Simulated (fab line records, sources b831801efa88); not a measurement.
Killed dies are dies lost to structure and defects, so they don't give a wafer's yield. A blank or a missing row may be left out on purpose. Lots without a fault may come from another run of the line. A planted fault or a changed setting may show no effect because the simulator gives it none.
fab line records | flow sky130
record lots=12 wafers=36 last_day=50
route steps=708 shown RES_PROTECT@214 LDD_HVP@282 POLY_CUT@319 PAD_OPEN@708
lots that met no fault: from a run of the same line without faults
start_h: hours from the record's first day to the start of the lot's first wafer shown | wait_h: hours since the lot's step before | " the same as in the row above | L1.1+2: a row that stands for several wafers | - no value, or no start given | * or withheld: withheld | < > ~ a bound
route shown NAME@n: a module of which the file shows steps, and the number in the route of the first | usual: mean/standard deviation of fault-free wafers | same: alike in all rows | chamber/n: place in a boat | sites: the reading at each site | _std_site: their standard deviation | _edge_site: outer sites' mean less inner sites' | radius_mm: how far each site lies from the wafer's centre | mask NAME#n: copy n | behind: the tool/chamber that last shaped the wafer | hold: why the lot was held/for how many hours/how that ended | device: the transistor (n, p or np) that didn't switch | end of line: the same wafers' tests at the end of the route | a step without rows: its recipe alone | killed: dies lost to structure and defects at the first sort, not the wafer's yield | map: a wafer's dies, x killed, . not, _ none there
set.NAME: the setting as run; set.NAME@STEP: as run at that earlier step | model.NAME: the simulator's own value behind a step, which no gauge read
steps of the route over a sample of lots; a table a step, a row a wafer
services: from which hour (start_h, from the record's first day; less than 0 if before it) a tool's chamber was out of use, for how many hours, and why
## steps
# step SKY_RES_PROTECT_STRIP_07
# recipe chemistry=O2/N2 power_w=1400 pressure_mtorr=1500 platen_temp_c=withheld o2_flow_sccm=3000 n2_flow_sccm=300 overash_fraction=0.5
# usual drypump_motor_current_A=5.8/0.42 oes_product_au=0.518/0.0047 strip_time_to_endpoint_s=23.30/0.04
# columns lot.wafer tool chamber start_h wait_h drypump_motor_current_A oes_product_au rf_hours_counter_h strip_time_to_endpoint_s
L490.1 plasma_asher-01 1 349.73 0.1 5.2 0.518 58 23.20
L490.2 " 0 " " 5.5 0.518 58 23.23
L490.3 " 1 " " 5.2 0.520 - 23.20
L491.2 plasma_asher-02 0 358.59 0.1 5.9 0.515 24 23.33
L491.4 " 1 " " 5.9 0.516 - 23.28
L491.5 " 0 " " 5.9 0.504 - 23.30
L492.2 plasma_asher-02 1 375.89 0.1 5.9 0.518 25 23.28
L492.3 " 1 " " 5.9 0.520 - 23.30
L492.6 " 1 " " 5.9 0.519 - 23.24
L493.3 plasma_asher-04 1 380.62 0.1 6.4 0.522 - 23.25
L493.4 " 0 " " 5.2 0.521 - 23.25
L493.5 " 1 " " 6.4 0.518 - 23.29
L494.2 plasma_asher-02 0 390.49 0.1 5.9 0.507 27 23.25
L494.5 " 0 " " 5.9 0.508 - 23.24
L494.6 " 1 " " 5.9 0.523 - 23.26
L496.1 plasma_asher-04 0 399.70 0.1 5.2 0.518 70 23.35
L496.4 " 0 " " 5.2 0.516 - 23.30
L496.5 " 0 " " 5.2 0.511 - 23.34
L497.4 plasma_asher-02 1 409.32 0.1 5.9 0.523 - 23.39
L497.5 " 0 " " 5.9 0.530 - 23.36
L497.6 " 1 " " 5.9 0.520 - 23.36
L506.3 plasma_asher-01 0 490.87 0.1 5.5 0.526 - 23.38
L506.4 " 1 " " 5.2 0.520 - 23.34
L506.5 " 0 " " 5.5 0.514 - 23.32
L510.3 plasma_asher-04 1 517.97 0.1 6.4 0.520 - 23.31
L510.4 " 0 " " 5.2 0.518 - 23.33
L510.5 " 0 " " 5.2 0.520 - 23.27
L509.1 plasma_asher-02 0 520.75 0.1 5.9 0.518 40 23.33
L509.3 " 1 " " 5.9 0.514 - 23.25
L509.6 " 1 " " 5.9 0.522 - 23.29
L511.2 plasma_asher-02 0 534.44 0.1 5.9 0.520 41 23.29
L511.3 " 0 " " 5.9 0.522 - 23.34
L511.4 " 1 " " 5.9 0.514 - 23.30
L512.3 plasma_asher-04 1 540.67 0.1 6.5 0.520 - 23.37
L512.4 " 0 " " 5.1 0.518 - 23.32
L512.5 " 1 " " 6.5 0.520 - 23.33
# step SKY_LDD_HVP_EXPOSE_04
# recipe mask_id=HVPTM na=0.6 source_shape=conventional sigma_outer=0.6 polarization=unpolarized target_cd_nm=700 dose_mj=86
# columns lot.wafer tool chamber start_h wait_h mask
L490.1+2+3 iline_stepper-02 0 493.51 - HVPTM#0
L491.2+4+5 iline_stepper-02 0 501.02 - HVPTM#0
L492.2+3+6 iline_stepper-02 0 519.23 - HVPTM#0
L493.3+4+5 iline_stepper-01 0 526.07 - HVPTM#0
L494.2+5+6 iline_stepper-02 0 536.60 - HVPTM#0
L496.1+4+5 iline_stepper-02 0 544.63 - HVPTM#0
L497.4+5+6 iline_stepper-02 0 554.10 - HVPTM#0
L506.3+4+5 iline_stepper-01 0 629.41 - HVPTM#0
L510.3+4+5 iline_stepper-01 0 655.46 - HVPTM#0
L509.1+3+6 iline_stepper-01 0 660.96 - HVPTM#0
L511.2+3+4 iline_stepper-01 0 671.72 - HVPTM#0
L512.3+4+5 iline_stepper-01 0 676.70 - HVPTM#0
# step SKY_LDD_HVP_OVL_MEAS_07
# usual LDD_HVP_OVL=-0.8/1.5
# columns lot.wafer tool chamber start_h wait_h LDD_HVP_OVL[nm]
L490.1 overlay-01 - 508.74 0.1 -0.4
L490.2 " - " " 0.5
L490.3 " - " " 0.0
L491.2 overlay-02 - 516.30 0.1 2.3
L491.4 " - " " -0.1
L491.5 " - " " 0.0
L492.2 overlay-01 - 533.61 0.1 5.1
L492.3 " - " " 6.2
L492.6 " - " " 5.2
L493.3 overlay-01 - 541.01 0.1 -1.8
L493.4 " - " " -2.3
L493.5 " - " " -1.1
L494.2 overlay-02 - 551.70 0.1 6.0
L494.5 " - " " 4.6
L494.6 " - " " 6.5
L496.1 overlay-02 - 559.89 0.1 4.6
L496.4 " - " " 4.0
L496.5 " - " " 4.1
L497.4 overlay-02 - 569.18 0.1 5.5
L497.5 " - " " 6.8
L497.6 " - " " 5.5
L506.3 overlay-01 - 643.66 0.1 -0.9
L506.4 " - " " 1.0
L506.5 " - " " 1.0
L510.3 overlay-02 - 669.56 0.1 0.7
L510.4 " - " " 0.0
L510.5 " - " " 0.1
L509.1 overlay-01 - 674.56 0.1 3.0
L509.3 " - " " 2.4
L509.6 " - " " 2.2
L511.2 overlay-02 - 685.65 0.1 0.5
L511.3 " - " " -1.8
L511.4 " - " " 0.3
L512.3 overlay-01 - 690.71 0.1 -2.7
L512.4 " - " " -0.8
L512.5 " - " " -1.5
# step SKY_LDD_HVP_STRIP_09
# recipe chemistry=O2/N2 power_w=1400 pressure_mtorr=1500 platen_temp_c=withheld o2_flow_sccm=3000 n2_flow_sccm=300 overash_fraction=0.5
# usual drypump_motor_current_A=5.7/0.57 oes_product_au=0.408/0.0051 strip_time_to_endpoint_s=4.136/0.013
# columns lot.wafer tool chamber start_h wait_h drypump_motor_current_A oes_product_au rf_hours_counter_h strip_time_to_endpoint_s
L490.1 plasma_asher-04 1 508.93 0.1 6.4 0.414 81 4.151
L490.2 " 0 " " 5.2 0.410 81 4.149
L490.3 " 0 " " 5.2 0.408 - 4.148
L491.2 plasma_asher-04 1 516.48 0.1 6.5 0.400 82 4.131
L491.4 " 1 " " 6.4 0.400 - 4.132
L491.5 " 1 " " 6.5 0.406 - 4.129
L492.2 plasma_asher-04 0 533.79 0.1 5.1 0.410 84 4.125
L492.3 " 1 " " 6.5 0.404 - 4.119
L492.6 " 1 " " 6.5 0.399 - 4.137
L493.3 plasma_asher-01 1 541.22 0.1 5.2 0.412 - 4.149
L493.4 " 0 " " 5.5 0.405 - 4.146
L493.5 " 1 " " 5.2 0.409 - 4.140
L494.2 plasma_asher-01 1 551.88 0.1 5.2 0.409 78 4.144
L494.5 " 1 " " 5.2 0.402 - 4.133
L494.6 " 0 " " 5.5 0.410 - 4.142
L496.1 plasma_asher-01 1 560.08 0.1 5.2 0.405 79 4.124
L496.4 " 1 " " 5.2 0.421 - 4.142
L496.5 " 1 " " 5.2 0.404 - 4.101
L497.4 plasma_asher-03 1 569.38 0.1 6.0 0.406 - 4.134
L497.5 " 1 " " 6.1 0.406 - 4.131
L497.6 " 0 " " 6.5 0.397 - 4.111
L506.3 plasma_asher-03 0 643.87 0.1 6.6 0.404 - 4.161
L506.4 " 1 " " 6.0 0.404 - 4.135
L506.5 " 1 " " 6.0 0.415 - 4.136
L510.3 plasma_asher-01 1 669.77 0.1 5.2 0.402 - 4.121
L510.4 " 0 " " 5.5 0.404 - 4.142
L510.5 " 0 " " 5.5 0.409 - 4.134
L509.1 plasma_asher-04 0 674.75 0.1 5.2 0.409 98 4.114
L509.3 " 0 " " 5.1 0.416 - 4.121
L509.6 " 1 " " 6.5 0.408 - 4.116
L511.2 plasma_asher-04 0 685.83 0.1 5.1 0.413 99 4.135
L511.3 " 1 " " 6.4 0.420 - 4.118
L511.4 " 0 " " 5.2 0.407 - 4.140
L512.3 plasma_asher-04 1 690.92 0.1 6.4 0.405 - 4.135
L512.4 " 0 " " 5.2 0.409 - 4.126
L512.5 " 1 " " 6.4 0.407 - 4.130
# step SKY_POLY_CUT_STRIP_12
# recipe chemistry=O2/N2 power_w=1400 pressure_mtorr=1500 platen_temp_c=withheld o2_flow_sccm=3000 n2_flow_sccm=300 overash_fraction=0.5
# usual drypump_motor_current_A=6.0/0.47 oes_product_au=0.452/0.0044 strip_time_to_endpoint_s=5.359/0.017
# columns lot.wafer tool chamber start_h wait_h drypump_motor_current_A oes_product_au rf_hours_counter_h strip_time_to_endpoint_s
L490.1 plasma_asher-04 0 571.68 0.0 5.1 0.452 87 5.400
L490.2 " 1 " " 6.4 0.452 87 5.373
L490.3 " 1 " " 6.4 0.450 - 5.385
L491.2 plasma_asher-04 1 579.33 0.0 6.4 0.451 88 5.362
L491.4 " 0 " " 5.2 0.451 - 5.352
L491.5 " 1 " " 6.4 0.449 - 5.381
L492.2 plasma_asher-03 0 594.48 0.0 6.6 0.452 16 5.357
L492.3 " 1 " " 6.0 0.446 - 5.351
L492.6 " 1 " " 6.0 0.454 - 5.349
L494.2 plasma_asher-03 1 614.28 0.0 6.1 0.452 18 5.371
L494.5 " 1 " " 6.0 0.447 - 5.368
L494.6 " 0 " " 6.6 0.452 - 5.357
L493.3 plasma_asher-02 0 614.63 0.1 5.9 0.454 - 5.323
L493.4 " 1 " " 5.9 0.459 - 5.343
L493.5 " 0 " " 5.9 0.452 - 5.357
L496.1 plasma_asher-04 0 624.23 0.0 5.2 0.455 93 5.367
L496.4 " 1 " " 6.5 0.453 - 5.362
L496.5 " 1 " " 6.5 0.451 - 5.361
L497.4 plasma_asher-02 1 630.01 0.1 5.9 0.455 - 5.365
L497.5 " 1 " " 5.9 0.453 - 5.350
L497.6 " 0 " " 5.9 0.449 - 5.361
L506.3 plasma_asher-04 0 703.76 0.1 5.2 0.450 - 5.395
L506.4 " 1 " " 6.5 0.460 - 5.371
L506.5 " 0 " " 5.2 0.448 - 5.364
L510.3 plasma_asher-02 1 730.06 0.1 5.9 0.449 - 5.358
L510.4 " 0 " " 5.9 0.448 - 5.354
L510.5 " 0 " " 5.9 0.455 - 5.363
L509.1 plasma_asher-03 0 732.75 0.0 6.6 0.447 22 5.362
L509.3 " 1 " " 6.0 0.458 - 5.358
L509.6 " 0 " " 6.6 0.447 - 5.356
L511.2 plasma_asher-04 1 743.23 0.0 6.5 0.457 0 5.351
L511.3 " 1 " " 6.4 0.450 - 5.380
L511.4 " 0 " " 5.1 0.449 - 5.355
L512.3 plasma_asher-03 0 748.79 0.1 6.5 0.444 - 5.385
L512.4 " 1 " " 6.0 0.443 - 5.344
L512.5 " 0 " " 6.6 0.451 - 5.345
# step SKY_PAD_OPEN_PROBE_99
# usual killed_at_M0_to_M3=43/6.8 killed_at_M4_up=3.1/1.6 killed_at_contacts=24/5.4 killed_at_front_end=16/4.4 killed_at_other=0.2/0.48 killed_dies=87/8.8 killed_open=48/6.4 killed_short=39/6.2
# same gross_dies=492 killed_at_back_side=0
# columns lot.wafer tool chamber start_h wait_h killed_at_M0_to_M3 killed_at_M4_up killed_at_contacts killed_at_front_end killed_at_other killed_dies killed_open killed_short
L490.1 prober-02 - 1084.24 0.1 43 1 21 18 0 83 54 29
L490.2 prober-02 - 1084.29 0.1 46 5 31 8 0 90 50 40
L490.3 prober-02 - 1084.34 0.2 36 1 23 20 1 81 45 36
L506.3 prober-02 - 1174.89 0.2 41 4 27 12 2 86 40 46
L506.4 prober-02 - 1174.94 0.2 41 3 27 9 0 80 46 34
L506.5 prober-02 - 1174.99 0.2 43 4 16 24 0 87 46 41
# killed by level:class
L490.1 VIA1:geometric_particle:open=15 LI_CONTACT:geometric_particle:open=9 VIA2:geometric_particle:open=7 FIELD_ISO:geometric_particle:open=4 METAL2:geometric_particle:short=4 CONTACT:geometric_particle:open=4 VIA1:geometric_particle:short=4 VIA3:geometric_particle:short=4
L490.2 VIA1:geometric_particle:open=14 CONTACT:geometric_particle:open=12 LI_CONTACT:geometric_particle:open=10 VIA1:geometric_particle:short=6 VIA2:geometric_particle:open=6 METAL3:geometric_particle:short=5 LOCAL_INTERCONNECT:geometric_particle:short=4 METAL2:geometric_particle:short=4
L490.3 LI_CONTACT:geometric_particle:open=9 CONTACT:geometric_particle:open=9 VIA1:geometric_particle:open=7 VIA1:geometric_particle:short=7 METAL1:geometric_particle:short=6 FIELD_ISO:geometric_particle:short=4 POLY_GATE:geometric_particle:open=4 POLY_GATE:geometric_particle:short=4
L506.3 CONTACT:geometric_particle:open=10 CONTACT:geometric_particle:short=6 METAL1:geometric_particle:short=6 VIA1:geometric_particle:open=6 METAL2:geometric_particle:short=6 VIA3:geometric_particle:open=5 LI_CONTACT:geometric_particle:open=5 LOCAL_INTERCONNECT:geometric_particle:short=5
L506.4 CONTACT:geometric_particle:open=9 VIA3:geometric_particle:open=8 LI_CONTACT:geometric_particle:open=7 METAL2:geometric_particle:short=5 VIA1:geometric_particle:open=5 VIA1:geometric_particle:short=5 VIA2:geometric_particle:open=5 CONTACT:geometric_particle:short=4
L506.5 VIA1:geometric_particle:open=8 VIA3:geometric_particle:open=7 FIELD_ISO:geometric_particle:open=6 VIA2:geometric_particle:open=6 POLY_GATE:geometric_particle:short=5 LI_CONTACT:geometric_particle:open=5 METAL1:geometric_particle:short=5 VIA2:geometric_particle:short=5
## services
# columns tool chamber start_h hours kind
iline_stepper-01 - 368.31 7.5 repair
plasma_asher-01 - 374.71 0.4 repair
plasma_asher-02 - 378.76 2.0 repair
plasma_asher-03 - 421.25 9.0 pm
plasma_asher-03 0 421.25 9.0 vent_cycle
plasma_asher-03 1 421.25 9.0 vent_cycle
iline_stepper-02 - 445.84 1.7 pm
plasma_asher-02 - 457.38 2.8 pm
iline_stepper-01 - 506.72 1.7 pm
plasma_asher-03 - 524.20 1.9 repair
iline_stepper-01 - 552.81 2.4 repair
plasma_asher-04 - 563.14 1.4 repair
plasma_asher-04 - 613.84 0.6 repair
iline_stepper-02 - 618.03 1.2 repair
plasma_asher-02 - 618.17 1.3 repair
plasma_asher-03 - 657.68 74.9 pm
iline_stepper-02 - 663.92 1.7 pm
iline_stepper-01 - 724.90 1.7 pm
iline_stepper-01 - 726.57 4.4 pm
plasma_asher-04 - 733.75 9.0 pm
plasma_asher-04 0 733.75 9.0 vent_cycle
plasma_asher-04 1 733.75 9.0 vent_cycle
plasma_asher-04 0 742.75 - clean
plasma_asher-04 1 742.75 - clean
## key
first_sign step=SKY_LDD_HVP_OVL_MEAS_07 reading=LDD_HVP_OVL direction=up sigmas=4 usual=-0.8 struck=5.3
effect none on later readings
met_at SKY_LDD_HVP_EXPOSE_04
struck_lots L492,L494,L496,L497
tester_left_out L492,L494,L496,L497
not_acting_at SKY_RES_PROTECT_STRIP_07,SKY_LDD_HVP_STRIP_09,SKY_POLY_CUT_STRIP_12
onset_between 501.02 519.23
fault kind=scanner_matching_overlay tool=iline_stepper-02 chamber=- onset_h=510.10 steps=SKY_LDD_HVP_EXPOSE_04 offset=7.2076
# tester_left_out: of these lots the tester's yield and bins aren't shown, on N5 and GAA mostly nor the transistor test; their killed dies are dies lost to structure and defects alone, not to doping, threshold or leakage, so they don't give the yield
